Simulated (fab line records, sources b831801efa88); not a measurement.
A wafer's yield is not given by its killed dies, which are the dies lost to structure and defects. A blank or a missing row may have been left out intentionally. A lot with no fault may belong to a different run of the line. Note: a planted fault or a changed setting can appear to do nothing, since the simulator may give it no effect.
Split-lot experiment	flow sky130	23 wafers read from 5 lots, route of 708 steps

ON THE SPLIT
At SKY_GATE_OXIDE_COAT_05 (resist thk 1140 nm), the setting resist-thk-nm was moved away from the recipe's 1140 nm on 11 of the 23 wafers read, by -5.1% to +2.3%. This setting was run at the recipe's value on the other wafers.

The reading is taken at the split's own step.

THE READING
NOVOLAK_of_GATE_OXIDE_COAT_05.thk-nm (the simulator's own value, which no gauge read), in nm, at SKY_GATE_OXIDE_COAT_05 (resist thk 1140 nm). No usual value for it is given in the file. Average 1140 nm, standard deviation 4.2 nm, over the 12 wafers here run with the recipe.

wafer	tool, chamber at the split	resist-thk-nm as run, nm	against the recipe	NOVOLAK_of_GATE_OXIDE_COAT_05.thk-nm, nm	against lot-mates on the recipe
L076.2	litho-track-02, 0	1108	-2.8%	1108	-33
L076.3	litho-track-02, 0	1108	-2.8%	1111	-30
L076.4	litho-track-02, 0	1108	-2.8%	1110	-31
L076.5	litho-track-02, 0	1140	recipe	1142	-
L076.6	litho-track-02, 0	1140	recipe	1140	-
L079.1	litho-track-02, 0	1082	-5.1%	1084	-62
L079.2	litho-track-02, 0	1140	recipe	1145	-
L079.3	litho-track-02, 0	1140	recipe	1145	-
L079.4	litho-track-02, 0	1140	recipe	1147	-
L079.5	litho-track-02, 0	1082	-5.1%	1087	-59
L080.1	litho-track-04, 0	1166	+2.3%	1159	+26
L080.3	litho-track-04, 0	1166	+2.3%	1163	+30
L080.4	litho-track-04, 0	1166	+2.3%	1161	+28
L080.5	litho-track-04, 0	1140	recipe	1134	-
L080.6	litho-track-04, 0	1140	recipe	1133	-
L081.1	litho-track-04, 0	1140	recipe	1140	-
L081.2	litho-track-04, 0	1140	recipe	1140	-
L081.6	litho-track-04, 0	1140	recipe	1138	-
L085.1	litho-track-02, 0	1140	recipe	1139	-
L085.2	litho-track-02, 0	1140	recipe	1136	-
L085.4	litho-track-02, 0	1115	-2.2%	1115	-22
L085.5	litho-track-02, 0	1115	-2.2%	1115	-22
L085.6	litho-track-02, 0	1115	-2.2%	1115	-22

THE FIT
A straight line over all 23 wafers: NOVOLAK_of_GATE_OXIDE_COAT_05.thk-nm changes by +10.4 nm for each +1% of resist-thk-nm; r = +0.99; the points scatter about the line by 3.4 nm.
The same after taking each lot's own level away (the mean of its wafers on the recipe; 23 wafers): +11.6 nm for each +1%; r = +1.00; scatter 1.7 nm.
The reading moves by 59 nm for the largest change in resist-thk-nm, on that fit.
Across the lots, their own levels run from 1133.5 to 1145.7 nm, a range of 2.9 times the standard deviation given above.
So the lot-to-lot level changes the slope little: the two slopes agree.
Check: with one of the wafers moved furthest among these (-5.1%) left out of the fit, the line predicts -57.4 nm for it against its lot-mates. Against them it came out at -61.7 nm.

OTHER SPLITS ON THESE WAFERS
Note: prior to the reading, these wafers also went through further splits. Each is held against what the fit with the lots' levels taken away leaves over:
other split on the same wafers	wafers away from the commonest value	r with NOVOLAK_of_GATE_OXIDE_COAT_05.thk-nm (lot level and that fit taken away)
SKY_VT_ADJUST_HVTR_IMPLANT_09 energy-kev	4	+0.10
SKY_SONOS_TUNNEL_EXPOSE_04 dose-mj	8	-0.28
SKY_SONOS_TUNNEL_DEVELOP_06 develop-time-s	6	+0.53
SKY_SONOS_ONO_CVD_02 time-s	10	+0.24
SKY_SONOS_ONO_EXPOSE_10 dose-mj	11	+0.26
SKY_SONOS_ONO_WET_ETCH_16 temp-c	15	+0.34

THE WHOLE CHAIN: every reading that the file lists as answering this split, in the file's order
step	what it does	reading	change (the file's fit)	r (the file's)
SKY_GATE_OXIDE_COAT_05	resist thk 1140 nm	NOVOLAK_of_GATE_OXIDE_COAT_05.thk-nm (the simulator's own value, which no gauge read)	+11.6 nm for each +1% of the setting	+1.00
SKY_GATE_OXIDE_STRIP_13	strips in O2/N2	strip-time-to-endpoint-s	withheld for each +1% of the setting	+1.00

FILE'S OWN FIT
NOVOLAK_of_GATE_OXIDE_COAT_05.thk-nm changes by +11.6 nm for each +1% of resist-thk-nm, r = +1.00.
